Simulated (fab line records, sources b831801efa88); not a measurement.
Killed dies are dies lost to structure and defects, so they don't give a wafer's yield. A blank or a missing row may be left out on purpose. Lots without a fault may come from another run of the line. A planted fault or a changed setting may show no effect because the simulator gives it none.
Which tool did it? | flow gf180mcu | 12 lots, 36 wafers sampled, at 5 steps of a route of 602

WHAT THE GAUGES READ, wafer by wafer
GF_V4_CD_MEAS_14: target cd 260 nm.
lot  | measured     | on        | cd_nm (nm)
L160 | day 24 12:11 | cd_sem-02 | 259.3 257.8 258.8
L161 | day 24 21:23 | cd_sem-01 | 259.5 259.6 259.5
L162 | day 25 07:53 | cd_sem-01 | 261.3 260.7 260.9
L163 | day 25 12:59 | cd_sem-02 | 260.0 261.0 260.4
L165 | day 26 05:05 | cd_sem-02 | 260.5 258.9 258.3
L166 | day 26 13:49 | cd_sem-02 | 259.5 259.8 260.1
L172 | day 28 09:17 | cd_sem-02 | 260.7 260.1 259.9
L174 | day 29 01:11 | cd_sem-01 | 262.4 262.7 263.0
L177 | day 30 07:25 | cd_sem-02 | 258.8 260.1 260.6
L180 | day 30 23:04 | cd_sem-01 | 261.0 259.9 260.7
L181 | day 31 01:15 | cd_sem-01 | 262.0 260.8 260.7
L182 | day 31 15:16 | cd_sem-01 | 259.8 259.6 259.7

GF_M5_CD_MEAS_07: target cd 280 nm.
lot  | measured     | on        | cd_nm (nm)
L160 | day 26 09:43 | cd_sem-02 | 278.9 279.9 278.9
L161 | day 26 18:47 | cd_sem-02 | 279.3 280.1 279.6
L162 | day 27 04:35 | cd_sem-01 | 280.1 281.0 279.3
L163 | day 27 09:45 | cd_sem-01 | 277.9 278.5 279.4
L165 | day 28 00:40 | cd_sem-02 | 278.7 280.1 279.9
L166 | day 28 08:47 | cd_sem-02 | 280.7 279.5 279.6
L172 | day 30 02:05 | cd_sem-02 | 269.4 270.3 269.1 269.6 270.4 269.2
L174 | day 30 17:01 | cd_sem-02 | 271.3 270.6 270.4 270.9 271.1 270.0
L177 | day 31 20:59 | cd_sem-01 | 278.3 279.3 279.7
L180 | day 32 10:02 | cd_sem-01 | 280.0 279.2 278.5
L181 | day 32 12:50 | cd_sem-01 | 278.1 279.5 279.3
L182 | day 33 02:41 | cd_sem-02 | 280.0 280.7 279.7

GF_V5_BOW_MEAS_05.
lot  | measured     | on            | V5_BOW (um)
L160 | day 26 11:36 | film_metro-03 | 132 145 128
L161 | day 26 20:32 | film_metro-01 | 117 111 137
L162 | day 27 05:59 | film_metro-01 | 141 141 146
L163 | day 27 11:36 | film_metro-03 | 129 140 143
L165 | day 28 02:25 | film_metro-03 | 122 115 120
L166 | day 28 10:12 | film_metro-03 | 141 151 140
L172 | day 30 10:36 | film_metro-04 | 121 134 143
L174 | day 31 00:28 | film_metro-04 | 142 145 132
L177 | day 31 22:24 | film_metro-04 | 150 131 150
L180 | day 32 11:29 | film_metro-03 | 139 139 140
L181 | day 32 14:14 | film_metro-01 | 135 121 142
L182 | day 33 04:05 | film_metro-03 | 134 130 138

WHICH TOOL RAN EACH LOT (tool, then ch and the chambers of the sampled wafers, then the start)
lot  | GF_MIM_SPUTTER_01            | GF_M5_PEB_05
L160 | pvd_sputter-01, day 24 13:47 | litho_track-01 ch 0, day 26 09:22
L161 | pvd_sputter-03, day 24 23:13 | litho_track-01 ch 0, day 26 18:26
L162 | pvd_sputter-01, day 25 09:29 | litho_track-03 ch 0, day 27 04:14
L163 | pvd_sputter-01, day 25 14:34 | litho_track-03 ch 0, day 27 09:11
L165 | pvd_sputter-01, day 26 06:47 | litho_track-04 ch 0, day 28 00:19
L166 | pvd_sputter-01, day 26 15:26 | litho_track-04 ch 0, day 28 08:26
L172 | pvd_sputter-03, day 28 10:58 | litho_track-04 ch 0, day 30 01:44
L174 | pvd_sputter-04, day 29 02:54 | litho_track-04 ch 0, day 30 16:40
L177 | pvd_sputter-03, day 30 09:08 | litho_track-01 ch 0, day 31 20:38
L180 | pvd_sputter-01, day 31 01:01 | litho_track-01 ch 0, day 32 09:41
L181 | pvd_sputter-03, day 31 02:49 | litho_track-01 ch 0, day 32 12:30
L182 | pvd_sputter-01, day 31 16:53 | litho_track-03 ch 0, day 33 02:20
- GF_MIM_SPUTTER_01: material TiN, target thk 30 nm, time 25 s.
- GF_M5_PEB_05: peb time 90 s.

WHAT THE TOOLS THEMSELVES READ (means of the sampled wafers that have a number; where no wafer has one, the mark that the record gives instead)
GF_MIM_SPUTTER_01.
lot  | tool           | throttle_valve_pct (%)
L160 | pvd_sputter-01 | 30.8
L161 | pvd_sputter-03 | 30.3
L162 | pvd_sputter-01 | 29.7
L163 | pvd_sputter-01 | 29.8
L165 | pvd_sputter-01 | 29.8
L166 | pvd_sputter-01 | 29.7
L172 | pvd_sputter-03 | 30.0
L174 | pvd_sputter-04 | 29.6
L177 | pvd_sputter-03 | 30.2
L180 | pvd_sputter-01 | 30.9
L181 | pvd_sputter-03 | 29.7
L182 | pvd_sputter-01 | 30.2

GF_M5_PEB_05.
lot  | tool           | heater_power_total_W (W) | plate_temp_C (C)
L160 | litho_track-01 | 85.65                    | 135.03
L161 | litho_track-01 | 85.63                    | 134.83
L162 | litho_track-03 | 85.77                    | 135.06
L163 | litho_track-03 | 85.71                    | 135.17
L165 | litho_track-04 | 85.70                    | 135.04
L166 | litho_track-04 | 85.70                    | 135.14
L172 | litho_track-04 | 90.44                    | 140.61
L174 | litho_track-04 | 90.47                    | 140.49
L177 | litho_track-01 | 85.68                    | 134.82
L180 | litho_track-01 | 85.73                    | 134.98
L181 | litho_track-01 | 85.79                    | 134.97
L182 | litho_track-03 | 85.72                    | 135.04

THE ANSWER, worked out from the rows above alone
Rule: what is usual is taken from the lots themselves. Put in order of their means at a reading, lots are off if they are a third of the lots or fewer, leave a main group of 4 or more, and stand apart from it by a gap of 3 or more times the standard deviation of the main group's means; of several such gaps the widest counts. A main group whose means are all the same, to the digits that the tables above print for the reading, isn't used. A lot without any number at a reading at which 4 lots or more have one is off too. The other lots that the step has rows for count as sound. The gauges are gone through in route order, then the tools' own readings, and for those a lot's mean is taken as printed above. The first step at which some lot is off is used, and at that step the reading that is off furthest; a lot without a number counts as furthest.
Off: L172, L174, at GF_M5_CD_MEAS_07 (cd_nm). The main group: mean 279.5 nm, standard deviation 0.49.
A tool fits if, at a process step before that reading, it ran every lot that is off, and no sound lot after the first of them. The gauges at GF_M5_CD_MEAS_07 aren't tried: what is off there is off at GF_M5_PEB_05 too, on other tools, and a gauge's error can't cause that. One fits: litho_track-04 at GF_M5_PEB_05. Its last sound lot is L166 (day 28 08:26), its first lot that is off L172 (day 30 01:44): a fault that began between those two fits.
The tool's own readings at GF_M5_PEB_05 bear it out: on the lots that are off they differ by more than 5 times the standard deviation of the sound lots' means. heater_power_total_W reads 90.45 W there against 85.71 W on the sound lots; plate_temp_C reads 140.55 C there against 135.01 C on the sound lots.

WHAT THE SIMULATOR HAD PUT IN
Process parameter drift: litho_track-04, from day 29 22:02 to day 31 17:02, at GF_M5_PEB_05. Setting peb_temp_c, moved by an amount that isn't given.
Lots struck among those shown: L172, L174. The rule above found the same.
